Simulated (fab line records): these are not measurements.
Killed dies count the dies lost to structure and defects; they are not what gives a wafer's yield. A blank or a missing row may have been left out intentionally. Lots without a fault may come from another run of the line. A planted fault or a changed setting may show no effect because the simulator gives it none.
Code-filled problem report in 8D (eight disciplines) form    flow gf180mcu    the parts of the form that need people (team, actions taken, sign-off) are left out

## 1. PROBLEM STATEMENT
Wafers without a fault read 397.6 W, standard deviation 1.3; rfFwdPowerW at GF_HV_LDD_ETCHBACK_58 reads a mean of 557.4 W on 3 wafers belonging to 2 lots. That is +99 or more standard deviations from the usual mean.
The step: etches Si3N4 in CH3F/O2, stops on SiO2, time 100 s, target depth 90 nm.
Earliest sighting: wafer L846.2 on rieDiel-01 at day 19 19:52. Wafers with a number at this step in the record: 12, from 4 lots. The rule behind "out" and "out of limits": a value lying over 4 standard deviations away from the usual mean. The rest of the wafers with a number are treated as sound.

## 2. WHAT IT IS AND WHAT IT IS NOT
question                     is                      is not
which readings at this step  rfFwdPowerW             drypumpMotorCurrentA, oesProductAu, throttleValvePct
which lots                   L846, L847              L831, L832
which wafers of those lots   L846.2, L846.5, L847.2  L846.4, L847.3, L847.5
read on which tools          rieDiel-01              rieDiel-04
when                         from day 19 19:52       up to then (7 sound wafers); but 2 sound wafers of L847 came after

## 3. WHAT RULES OUT EACH SUSPECT
Counting: any tool at a process step up to the reading remains a suspect provided it ran every lot that is out. Sound lots after the first of them don't rule it out here, since some wafers of a struck lot are sound.
- rieDiel-01 at GF_HV_LDD_ETCHBACK_58 (etches Si3N4 in CH3F/O2, stops on SiO2, time 100 s, target depth 90 nm): kept. Every lot that is out went through it, the first being L846 (day 19 19:52); the last sound lot it ran before that was L832 (day 15 00:15). On those wafers its own readings are out: rfFwdPowerW.
- Within rieDiel-01 at GF_HV_LDD_ETCHBACK_58: the wafers that are out ran in chamber 0; their sound lot-mates ran in chambers 2, 3.
Left after counting: rieDiel-01 at GF_HV_LDD_ETCHBACK_58.

## 4. THE CAUSE (what the simulator had put in)
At GF_HV_LDD_ETCHBACK_58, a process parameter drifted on rieDiel-01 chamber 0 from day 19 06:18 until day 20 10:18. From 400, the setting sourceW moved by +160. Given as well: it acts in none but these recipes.
After counting, this tool was the only one left.

## 5. THE CHAIN OF EFFECTS, in route order
Each row: a reading whose mean over the struck wafers that have a number lies more than 3 standard deviations from the usual. Scope: only readings with a usual standard deviation given in the record; hours: median across lots of the time from each lot's start at the first step in this table that gives one to its start at this step; sigmas: change in usual standard deviations.
hours  step                   reading      usual    on struck wafers  change  sigmas
0      GF_HV_LDD_ETCHBACK_58  rfFwdPowerW  397.6 W  557.4             +159.8  +99 or more
It contains these process steps:
- GF_HV_LDD_ETCHBACK_58: etches Si3N4 in CH3F/O2, stops on SiO2, time 100 s, target depth 90 nm.

## 6. HOW IT WOULD HAVE BEEN CAUGHT EARLIER
In this record the first reading out of limits was taken at day 19 19:52, 14 hours after the fault began at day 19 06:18.
